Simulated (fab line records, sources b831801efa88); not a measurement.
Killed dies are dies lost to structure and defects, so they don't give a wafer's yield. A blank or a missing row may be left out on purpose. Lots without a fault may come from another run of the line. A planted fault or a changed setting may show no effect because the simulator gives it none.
Tool commonality check | flow gf180mcu | 13 lots, 39 wafers sampled

WHY IT WAS OPENED
At GF_M5_CD_MEAS_07 the reading cd_nm is flagged on 3 of 13 lots. Wafers without a fault read 279.9 nm, standard deviation 1.2.
Rule: a lot is flagged when every wafer of it that has a number lies more than 4 standard deviations from that mean, or none has a number. The other lots count as sound.

lot  | measured     | on        | cd_nm (nm), wafer by wafer | flag
L179 | day 26 10:18 | cd_sem-02 | 278.7 278.6 278.0          |
L180 | day 26 18:30 | cd_sem-01 | 281.1 280.2 281.8          |
L181 | day 27 04:14 | cd_sem-02 | 279.3 280.3 278.7          |
L182 | day 27 07:03 | cd_sem-01 | 279.3 279.6 279.1          |
L183 | day 27 13:11 | cd_sem-01 | 279.7 280.0 280.4          |
L185 | day 28 02:29 | cd_sem-02 | 278.5 279.2 279.6          |
L191 | day 29 23:30 | cd_sem-01 | 301.4 300.9 302.5          | FLAGGED
L193 | day 30 13:23 | cd_sem-01 | 297.4 296.6 297.7          | FLAGGED
L195 | day 31 04:44 | cd_sem-01 | 305.4 307.1 306.7          | FLAGGED
L197 | day 31 12:49 | cd_sem-01 | 278.2 278.9 277.8          |
L199 | day 32 02:53 | cd_sem-02 | 280.1 279.5 278.9          |
L201 | day 32 11:17 | cd_sem-02 | 278.3 278.5 277.6          |
L202 | day 32 18:14 | cd_sem-01 | 279.7 280.6 280.2          |
The numbers of the flagged lots are 301.7 nm on average: +21.8 nm against the usual, or +18 standard deviations.

WHICH TOOL RAN EACH LOT
The record holds 2 process steps before the reading, out of a route of 602 steps. In each cell: the tool, then ch and the chambers that the sampled wafers went through, then the start.
lot  | flag    | GF_V4_CVD_23                  | GF_M5_PEB_05
L179 |         | cvd_w-01 ch 0,1, day 24 14:12 | litho_track-04 ch 0, day 26 09:58
L180 |         | cvd_w-01 ch 0,1, day 24 23:37 | litho_track-04 ch 0, day 26 18:10
L181 |         | cvd_w-02 ch 0,1, day 25 08:12 | litho_track-04 ch 0, day 27 03:53
L182 |         | cvd_w-02 ch 0,1, day 25 12:12 | litho_track-04 ch 0, day 27 06:43
L183 |         | cvd_w-02 ch 0,1, day 25 18:42 | litho_track-04 ch 0, day 27 12:53
L185 |         | cvd_w-01 ch 1, day 26 08:10   | litho_track-01 ch 0, day 28 02:08
L191 | FLAGGED | cvd_w-02 ch 0,1, day 28 07:09 | litho_track-04 ch 0, day 29 23:10
L193 | FLAGGED | cvd_w-01 ch 0,1, day 28 22:07 | litho_track-04 ch 0, day 30 13:02
L195 | FLAGGED | cvd_w-02 ch 0,1, day 29 15:02 | litho_track-04 ch 0, day 31 04:23
L197 |         | cvd_w-01 ch 1, day 29 23:26   | litho_track-03 ch 0, day 31 12:28
L199 |         | cvd_w-01 ch 0,1, day 30 15:04 | litho_track-03 ch 0, day 32 02:32
L201 |         | cvd_w-01 ch 0,1, day 30 23:42 | litho_track-01 ch 0, day 32 10:56
L202 |         | cvd_w-01 ch 0,1, day 31 07:37 | litho_track-01 ch 0, day 32 17:53
What these steps do:
- GF_V4_CVD_23: deposits W, target thk 350 nm, time 104.9 s.
- GF_M5_PEB_05: peb time 90 s.
- GF_M5_CD_MEAS_07: target cd 280 nm.

FLAGGED OVER TOTAL, TOOL BY TOOL (the gauges that took the reading come last)
step             | tool           | lots run | flagged | share of the flagged lots | sound lots run after its first flagged lot
GF_V4_CVD_23     | cvd_w-01       | 8        | 1       | some                      | 4 (L197,L199,L201,L202)
GF_V4_CVD_23     | cvd_w-02       | 5        | 2       | some                      | 0
GF_M5_PEB_05     | litho_track-01 | 3        | 0       | none                      | -
GF_M5_PEB_05     | litho_track-03 | 2        | 0       | none                      | -
GF_M5_PEB_05     | litho_track-04 | 8        | 3       | all                       | 0
GF_M5_CD_MEAS_07 | cd_sem-01      | 8        | 3       | all                       | 2 (L197,L202)
GF_M5_CD_MEAS_07 | cd_sem-02      | 5        | 0       | none                      | -

WHAT THE TABLE ALLOWS
2 rows of the table ran every flagged lot: litho_track-04 at GF_M5_PEB_05, cd_sem-01 at GF_M5_CD_MEAS_07.
- litho_track-04 at GF_M5_PEB_05: 3 of its 8 lots flagged. Its last sound lot is L183 (day 27 12:53), its first flagged lot L191 (day 29 23:10): a fault that began between those two fits. Its own readings lie more than 4 standard deviations out on every wafer of the flagged lots: heater_power_total_W, plate_temp_C.
- cd_sem-01 at GF_M5_CD_MEAS_07: 3 of its 8 lots flagged. Sound lots ran on it after the first flagged one (L197, L202), which a lasting fault on the whole tool wouldn't allow.
One tool is left: litho_track-04 at GF_M5_PEB_05.

WHAT THE SIMULATOR HAD PUT IN
Process parameter drift: litho_track-04, from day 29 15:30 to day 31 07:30, at GF_M5_PEB_05. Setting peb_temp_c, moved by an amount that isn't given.
Lots struck among those shown: L191, L193, L195. The rule above found the same.
